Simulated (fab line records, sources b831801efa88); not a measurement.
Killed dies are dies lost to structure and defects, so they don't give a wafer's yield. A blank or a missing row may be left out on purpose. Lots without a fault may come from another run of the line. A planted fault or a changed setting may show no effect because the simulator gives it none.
A struck lot beside a sound one | flow sky130 | 17 steps out of a route of 708
Sound: wafers L335.2, L335.4, L335.6. Struck: wafers L351.1, L351.5, L351.6. The cause comes at the end.
At each step with rows: each side's tool, then ch and its chambers, then its first start. Under that, the readings that differ: sound wafers | struck wafers | difference of the means | sigmas: that difference in standard deviations of wafers without a fault.
alike: readings whose means differ by less than 2 such deviations, and words and numbers that are the same on both sides. not compared: withheld readings, readings that some wafer has no value for, bounds like >300 that may hide the same value, and numbers for which the record gives no deviation and whose values overlap.
The two part at a step that has a row with sigmas, a row that says differs or no value, or rows on one side only. Numbers that don't overlap but have no deviation are shown without sigmas and don't part them. A reading that every wafer of one side lacks parts them only if that side has two wafers or more.

SKY_LDD_P_OVL_MEAS_08:
  sound on overlay-02, day 19 05:18; struck on overlay-02, day 25 07:14
  alike: LDD_P_OVL
then, 1 step without rows for these wafers: SKY_LDD_P_IMPLANT_09.
SKY_LDD_P_STRIP_10: strips in O2/N2.
  sound on plasma_asher-03 ch 0,1, day 19 05:29; struck on plasma_asher-03 ch 0,1, day 25 07:25
  alike: drypump_motor_current_A, oes_product_au, strip_time_to_endpoint_s
  not compared: rf_hours_counter_h
SKY_LDD_P_TW_MEAS_11:
  sound on film_metro-03, day 19 05:35; struck on film_metro-04, day 25 07:31
  alike: LDD_P_TW
then, 7 steps without rows for these wafers: SKY_LDD_HVN_DEHYDRATE_00 (time 60 s); SKY_LDD_HVN_HMDS_01 (prime time 60 s); SKY_LDD_HVN_COAT_02 (resist thk 300 nm); SKY_LDD_HVN_SOFTBAKE_03 (time 60 s); SKY_LDD_HVN_EXPOSE_04 (exposes mask HVNTM, target cd 700 nm); SKY_LDD_HVN_PEB_05; SKY_LDD_HVN_DEVELOP_06 (develop time 60 s).
SKY_LDD_HVN_OVL_MEAS_07:
  sound on overlay-01, day 20 10:58; struck on overlay-01, day 26 12:52
  alike: LDD_HVN_OVL
SKY_LDD_HVN_IMPLANT_08:
  sound on implanter-04 ch 0, day 20 11:01; struck on implanter-04 ch 0, day 26 12:53
  reading                          | sound                         | struck                           | difference  | sigmas
  beam_on_s (s)                    | 9.94 10.02 10.24              | 13.07 13.66 13.41                | +3.31       | +17
  dose_ions_cm2                    | 2.997e+13 3.004e+13 2.995e+13 | 3.7435e+14 3.7433e+14 3.7437e+14 | +3.4436e+14 | +99 or more
  end_station_pressure_torr (Torr) | 5.52e-06 4.92e-06 5.1e-06     | 6.17e-06 6.06e-06 6.64e-06       | +1.11e-06   | +4
  faraday_current_uA               | 170 169 165                   | 1609 1545 1568                   | +1406       | +99 or more
SKY_LDD_HVN_STRIP_09: strips in O2/N2.
  sound on plasma_asher-01 ch 1, day 20 11:08; struck on plasma_asher-01 ch 0,1, day 26 13:02
  alike: drypump_motor_current_A, oes_product_au, strip_time_to_endpoint_s
  not compared: rf_hours_counter_h
SKY_LDD_HVN_TW_MEAS_10:
  sound on film_metro-03, day 20 11:15; struck on film_metro-01, day 26 13:08
  reading    | sound          | struck         | difference | sigmas
  LDD_HVN_TW | 1443 1430 1438 | 3162 3152 3167 | +1723      | +99 or more
then, 1 step without rows for these wafers: SKY_LDD_HVP_DEHYDRATE_00 (time 60 s).
-- the record jumps here: 24 days lie between the struck wafers' starts before and after (it left off in module LDD_HVP and takes up again in module PAD_OPEN, whose first step shown is number 708 of the route) --
SKY_PAD_OPEN_PROBE_99:
  sound on prober-02, day 45 20:12; struck on prober-01, day 50 02:14
  reading                                | sound                        | struck                        | difference | sigmas
  killed_at_contacts                     | 12 18 18                     | 35 31 19                      | +12        | +2
  model.etest.tip_n_5v.rs_ohm_sq         | 1375 1390 1385               | 200.7 201.2 200.6             | -1182.5    |
  model.etest.nfet_g5v0d10v5.r_on_ohm_um | 1931 1930 1916               | 1441 1420 1419                | -499       |
  model.etest.nfet_16v.r_on_ohm_um       | 1.41e+04 1.426e+04 1.424e+04 | 1.401e+04 1.404e+04 1.398e+04 | -1.900e+02 |
  model.etest.nfet_g5v0d10v5.drive_ua_um | 589.6 587 589.3              | 712.7 714.2 715.6             | +125.5     |
  model.etest.nfet_05v0_nvt.drive_ua_um  | 564.7 554.6 562.2            | 622.2 623.6 632.3             | +65.5      |
  model.etest.tip_n_5v.rs_ohm_sq_range   | 20.97 28.29 39.12            | 4.793 4.598 5.59              | -24.466    |
  model.etest.res_ndiff_hv.rs_ohm_sq     | 115.7 114.7 115.4            | 95.87 95.01 95.03             | -19.96     |
  model.etest.ring_5v.delay_ps           | 45.69 44.88 44.8             | 41.5 41.85 41.38              | -3.5       |
  alike: killed_at_M0_to_M3, killed_at_M4_up, killed_at_front_end, killed_at_other, killed_dies, killed_open, killed_short

WHERE THEY PART
First at SKY_LDD_HVN_IMPLANT_08; last, within this record, at SKY_PAD_OPEN_PROBE_99.

WHY: what the simulator had put in
Process parameter drift: implanter-04, from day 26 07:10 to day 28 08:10, at SKY_LDD_HVN_IMPLANT_08. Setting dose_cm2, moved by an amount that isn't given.
